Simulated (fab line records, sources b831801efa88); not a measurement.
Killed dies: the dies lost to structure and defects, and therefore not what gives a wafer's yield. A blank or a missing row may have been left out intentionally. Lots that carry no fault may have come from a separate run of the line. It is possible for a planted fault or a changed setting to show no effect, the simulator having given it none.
A struck lot beside a sound one || flow sky130 || 44 steps out of a route of 708
Sound: the wafers L868.4, L868.5, L868.6. Struck: wafer L874.6 (left out: L874.1, L874.2 of the same lot, which were not struck); the cause appears at the end.
For every step that has rows: the tool of each side, followed by ch and its chambers, followed by its first start. Under that, the readings that differ: sound wafers || struck wafers || difference of the means || sigmas: that difference in standard deviations of wafers without a fault.
alike: readings whose means differ by less than 2 such deviations, and words and numbers that are the same on both sides. not compared: withheld readings, readings that some wafer has no value for, bounds like >300 that may hide the same value, and numbers for which the record gives no deviation and whose values overlap.
Wherever a step has rows on one side only, a row that says differs or no value, or a row with sigmas, the two part there. Non-overlapping numbers with no deviation appear without sigmas and do not part them. A reading that every wafer of one side lacks parts them only if that side has two wafers or more.

first, 3 steps without rows for these wafers: SKY_VIA3_CLEAN_18 (cleans in IPA, time 180 s); SKY_VIA3_CLEAN_19 (cleans in O3/DIW); SKY_VIA3_SPUTTER_20 (material TiN, target thk 20 nm, time 80 s).
SKY_VIA3_CVD_21: deposits W, target thk 390 nm, time 117.31 s.
  sound on cvd-w-01 ch 0,1, day 40 04:55; struck on cvd-w-01 ch 0, day 42 09:44
  alike: heater-power-outer-w, heater-power-w
SKY_VIA3_RS_MEAS_22: measurement is done with a four-point probe.
  sound: film-metro-02 at day 40 05:04; struck: film-metro-03 at day 42 09:51
  alike: VIA3_W_RS
SKY_VIA3_THK_MEAS_23: measures by xrf.
  sound: film-metro-02 at day 40 05:09; struck: film-metro-03 at day 42 09:58
  alike: VIA3_W_THK
then, 6 steps without rows for these wafers: SKY_VIA3_CMP_24 (polishes, stops on SiO2, t overpolish 20 s, target thk 0 nm); SKY_METAL4_SPUTTER_00 (material Ti, target thk 15 nm, time 10 s); SKY_METAL4_SPUTTER_01 (material TiN, target thk 20 nm, time 16.7 s); SKY_METAL4_SPUTTER_02 (material AlCu, target thk 735 nm, time 39.1 s); SKY_METAL4_SPUTTER_03 (material Ti, target thk 5 nm, time 3.3 s); SKY_METAL4_SPUTTER_04 (material TiN, target thk 70 nm, time 58.3 s).
SKY_CAP2M_CVD_00: deposits SiO2, target thk 15.5 nm.
  sound on pecvd-04 ch 0,1,2, day 40 05:39; struck on pecvd-01 ch 0, day 42 10:35
{"reading": "heater-power-outer-w (W)", "sound": "406 437 365", "struck": 675, "difference": "+272", "sigmas": "+3"}
{"reading": "heater-power-w (W)", "sound": "765 700 647", "struck": 1135, "difference": "+431", "sigmas": "+3"}
{"reading": "model.SiO2_of_CAP2M_CVD_00.thk-nm (nm)", "sound": "15.63 15.33 15.6", "struck": 21.15, "difference": "+5.63", "sigmas": ""}
SKY_CAP2M_THK_MEAS_01:
  sound: film-metro-01 at day 40 05:41; struck: film-metro-01 at day 42 10:37
{"reading": "CAP2M_CVD_00_THK (nm)", "sound": "15.57 15.31 15.62", "struck": 21.13, "difference": "+5.63", "sigmas": "+23"}
SKY_CAP2M_SPUTTER_02: material TiN, target thk 200 nm, time 166.7 s.
  sound: pvd-sputter-04 at day 40 05:46; struck: pvd-sputter-03 at day 42 10:40
  alike: throttle-valve-pct
SKY_CAP2M_RS_MEAS_03: measurement is done with a four-point probe.
  sound: film-metro-04 at day 40 05:53; struck: film-metro-02 at day 42 10:47
{"reading": "CAP2M_TIN_RS (ohm/sq)", "sound": "6.90 6.92 6.89", "struck": 7.07, "difference": "+0.17", "sigmas": "+2"}
SKY_CAP2M_THK_MEAS_04: measures by xrf.
  sound: film-metro-04 at day 40 05:59; struck: film-metro-02 at day 42 10:54
  alike: CAP2M_TIN_THK
then, 7 steps without rows for these wafers: SKY_CAP2M_DEHYDRATE_05 (time 60 s); SKY_CAP2M_HMDS_06 (prime time 60 s); SKY_CAP2M_COAT_07 (resist thk 1140 nm); SKY_CAP2M_SOFTBAKE_08 (time 60 s); SKY_CAP2M_EXPOSE_09 (exposes mask CAP2M, target cd 1000 nm); SKY_CAP2M_PEB_10; SKY_CAP2M_DEVELOP_11 (develop time 60 s).
SKY_CAP2M_OVL_MEAS_12:
  sound: overlay-02 at day 41 05:51; struck: overlay-02 at day 43 09:26
  alike: CAP2M_OVL
SKY_CAP2M_METAL_ETCH_13: etches TiN in Cl2/BCl3, stops on SiO2, target depth 220 nm, time 62.9 s.
  sound on rie-metal-02 ch 0, day 41 05:57; struck on rie-metal-01 ch 1, day 43 09:28
  alike: drypump-motor-current-A, oes-product-au, throttle-valve-pct
  not compared: rf-hours-counter-h
SKY_CAP2M_STRIP_14: strips in O2/N2.
  sound on plasma-asher-01 ch 0,1, day 41 06:04; struck on plasma-asher-02 ch 0, day 43 09:33
  alike: drypump-motor-current-A, o2-flow-sccm, oes-product-au, strip-time-to-endpoint-s
  not compared: rf-hours-counter-h
then, 11 steps without rows for these wafers: SKY_CAP2M_STRIP_15 (strips in post etch residue remover, time 1200 s); SKY_CAP2M_CLEAN_16 (cleans in IPA, time 180 s); SKY_CAP2M_CLEAN_17 (cleans in O3/DIW); SKY_METAL4_DEHYDRATE_05 (time 60 s); SKY_METAL4_HMDS_06 (prime time 60 s); SKY_METAL4_COAT_07 (resist thk 60 nm); SKY_METAL4_COAT_08 (resist thk 1140 nm); SKY_METAL4_SOFTBAKE_09 (time 90 s); SKY_METAL4_EXPOSE_10 (exposes mask MM4, target cd 300 nm); SKY_METAL4_PEB_11; SKY_METAL4_DEVELOP_12 (develop time 60 s).
SKY_METAL4_CD_MEAS_13: target cd 300 nm.
  sound: cd-sem-01 at day 42 06:28; struck: cd-sem-02 at day 44 08:36
  alike: cd-nm
SKY_METAL4_OVL_MEAS_14:
  sound: overlay-01 at day 42 06:32; struck: overlay-02 at day 44 08:43
  alike: METAL4_OVL
SKY_METAL4_DESCUM_15: chemistry O2, time 8 s.
  sound on rie-metal-01 ch 0,1, day 42 06:34; struck on rie-metal-02 ch 0, day 44 08:45
  alike: drypump-motor-current-A, oes-product-au
  not compared: rf-hours-counter-h
then, 1 step without rows for these wafers: SKY_METAL4_ETCH_16 (etches BARC in N2/H2, stops on SiO2, time 88.2 s, target depth 60 nm).
SKY_METAL4_ETCH_17: etches SiO2 in C4F8/O2/Ar, stops on TiN, time 3.9 s, target depth 15 nm.
  sound on rie-diel-04 ch 0,1,2, day 42 06:41; struck on rie-diel-03 ch 2, day 44 08:53
{"reading": "oes-product-au (a.u.)", "sound": "0.759 0.749 0.761", "struck": 0.891, "difference": "+0.135", "sigmas": "+18"}
{"reading": "model.etch.depth-nm (nm)", "sound": "15.63 15.33 15.6", "struck": 21.15, "difference": "+5.63", "sigmas": ""}
  not compared: rf-hours-counter-h
-- the record jumps here: 4 days lie between the struck wafers' starts before and after (it left off in module METAL4 and takes up again in module PAD_OPEN, whose first step shown is number 708 of the route) --
SKY_PAD_OPEN_PROBE_99:
  sound: prober-01 at day 46 05:39; struck: prober-01 at day 48 02:36
{"reading": "killed-short", "sound": "52 42 41", "struck": 28, "difference": -17, "sigmas": -3}
{"reading": "model.etest.tester.sort-n-pass", "sound": "391 401 404", "struck": 103, "difference": -296, "sigmas": ""}
{"reading": "model.etest.tester.sort_bin_5_pct (%)", "sound": "11.79 11.18 11.79", "struck": 70.94, "difference": "+59.35", "sigmas": ""}
{"reading": "model.etest.tester.sort-yield-pct (%)", "sound": "79.47 81.5 82.11", "struck": 20.93, "difference": -60.10, "sigmas": ""}
{"reading": "model.etest.cap-mim2.bv-v (V)", "sound": "14 13.73 13.75", "struck": 18.49, "difference": "+4.66", "sigmas": ""}
{"reading": "model.etest.cap-mim2.leak-log10-a-cm2", "sound": "-8.969 -8.767 -9.226", "struck": -10.06, "difference": -1.07, "sigmas": ""}
{"reading": "model.etest.cap-mim2.c-ff-um2", "sound": "2.339 2.363 2.342", "struck": 1.72, "difference": -0.63, "sigmas": ""}
{"reading": "model.etest.tester.sort_bin_8_pct (%)", "sound": "0 0 0", "struck": 3.135e-10, "difference": "+3.135e-10", "sigmas": ""}
  alike: defect-limited-yield, killed_at_M0_to_M3, killed_at_M4_up, killed-at-contacts, killed-at-front-end, killed-at-other, killed-dies, killed-on-rim, killed-open

== WHERE THEY PART ==
Last at SKY_PAD_OPEN_PROBE_99 as far as this record goes, first at SKY_CAP2M_CVD_00.

WHY: the cause the simulator had injected
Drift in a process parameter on pecvd-01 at SKY_CAP2M_CVD_00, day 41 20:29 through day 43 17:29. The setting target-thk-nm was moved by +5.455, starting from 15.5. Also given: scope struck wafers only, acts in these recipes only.
